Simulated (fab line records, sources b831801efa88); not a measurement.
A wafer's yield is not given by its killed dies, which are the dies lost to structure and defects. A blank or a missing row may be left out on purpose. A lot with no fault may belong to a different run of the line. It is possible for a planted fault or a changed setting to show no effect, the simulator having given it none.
A struck lot beside a sound one || flow sfqLine || 14 steps out of a route of 325
Sound: these wafers, L708.1, L708.2, L708.4. Wafers struck: L718.1, L718.2, L718.3. At the end, the cause is stated.
At each step with rows: each side's tool, then ch and its chambers, then its first start. Under that, the readings that differ: sound wafers || struck wafers || difference of the means || sigmas: that difference in standard deviations of wafers without a fault.
alike: same words and numbers on both sides, and readings whose means sit less than 2 such deviations apart. not compared: any withheld reading, any reading some wafer has no value for, any bound like >300 that may hide the same value, and any number with overlapping values for which the record gives no deviation.
A row with sigmas, a row that says differs or no value, or rows on one side alone: a step with any of these is where the two part. Numbers that don't overlap but have no deviation are shown without sigmas and don't part them. Lack of a reading on every wafer of one side parts them only where that side has two or more wafers.

first, 2 steps without rows for these wafers: SFQ_TRILAYER_I2_VIA_STRIP_SOLV_CLEAN_072 (cleans in NMP, time 600 s); SFQ_TRILAYER_M3_DEP_PRE_CLEAN_074 (time 22.5 s).
SFQ_TRILAYER_M3_DEP_SPUTTER_073: material Nb, target thk 200 nm, time 133.3 s.
  sound on pvdSputter-03, day 21 20:14; struck on pvdSputter-05, day 27 00:46
  alike: throttleValvePct
SFQ_M3_RS_MEAS_919: the measuring method here is four-point-probe.
  sound on filmMetro-03, day 21 20:19; struck on filmMetro-01, day 27 00:51
  alike: M3_NB_RS
then, 6 steps without rows for these wafers: SFQ_TRILAYER_M3_LITHO_COAT_080 (resist thk 62 nm); SFQ_TRILAYER_M3_LITHO_COAT_075 (resist thk 600 nm); SFQ_TRILAYER_M3_LITHO_SOFTBAKE_079; SFQ_TRILAYER_M3_LITHO_EXPOSE_076 (exposes mask M3, target cd 500 nm); SFQ_TRILAYER_M3_LITHO_PEB_078 (peb time 60 s); SFQ_TRILAYER_M3_LITHO_DEVELOP_077 (time 60 s).
-- the record jumps here: 6 days lie between the struck wafers' starts before and after --
SFQ_M3_OVL_MEAS_921:
  sound on overlay-01, day 26 05:07; struck on overlay-01, day 33 00:39
  alike: M3_OVL
SFQ_TRILAYER_M3_BARC_OPEN_METAL_ETCH_100: etches BARC in O2, target depth 125 nm, time 41.7 s.
  sound on rieMetal-01 ch 0,1, day 26 05:09; struck on rieMetal-01 ch 1, day 33 00:41
{"reading": "biasW (W)", "sound": "80.35 80.49 79.87", "struck": "- - -", "difference": "no value on the struck wafers", "sigmas": ""}
{"reading": "oesProductAu (a.u.)", "sound": "0.687 0.676 0.693", "struck": "0.860 0.868 0.870", "difference": "+0.181", "sigmas": "+39"}
{"reading": "runLengthS (s)", "sound": "69.4 69.6 69.7", "struck": "58.6 58.4 58.6", "difference": -11.0, "sigmas": -13}
{"reading": "model.KrF_of_TRILAYER_M3_LITHO_COAT_075.thkNm (nm)", "sound": "523.4 523.2 523.1", "struck": "534.8 533.8 534.5", "difference": "+11.1", "sigmas": ""}
  alike: chamberPressureMTorr, drypumpMotorCurrentA
  not compared: rfHoursCounterH
SFQ_TRILAYER_M3_ETCH_METAL_ETCH_078: etches Nb in Cl2/Ar, stops on SiO2, target depth 240 nm, time 120 s.
  sound on rieMetal-01 ch 0,1, day 26 05:13; struck on rieMetal-01 ch 1, day 33 00:49
{"reading": "model.KrF_of_TRILAYER_M3_LITHO_COAT_075.thkNm (nm)", "sound": "381.8 381.9 382.6", "struck": "397 395.4 396.8", "difference": "+14", "sigmas": ""}
  alike: biasW, chamberPressureMTorr, drypumpMotorCurrentA, oesProductAu, runLengthS
  not compared: rfHoursCounterH
SFQ_TRILAYER_M3_STRIP_STRIP_079: strips in O2.
  sound on rieMetal-01 ch 0,1, day 26 05:20; struck on rieMetal-01 ch 1, day 33 01:04
  alike: chamberPressureMTorr, drypumpMotorCurrentA, oesProductAu
  not compared: rfHoursCounterH

WHERE THEY PART
At SFQ_TRILAYER_M3_BARC_OPEN_METAL_ETCH_100 and nowhere else, as far as this record goes. Later steps at which nothing parts them and some readings are alike: SFQ_TRILAYER_M3_ETCH_METAL_ETCH_078, SFQ_TRILAYER_M3_STRIP_STRIP_079.

WHY: what the simulator had put in
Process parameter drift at SFQ_TRILAYER_M3_BARC_OPEN_METAL_ETCH_100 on rieMetal-01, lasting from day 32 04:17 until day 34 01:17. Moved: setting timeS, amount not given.
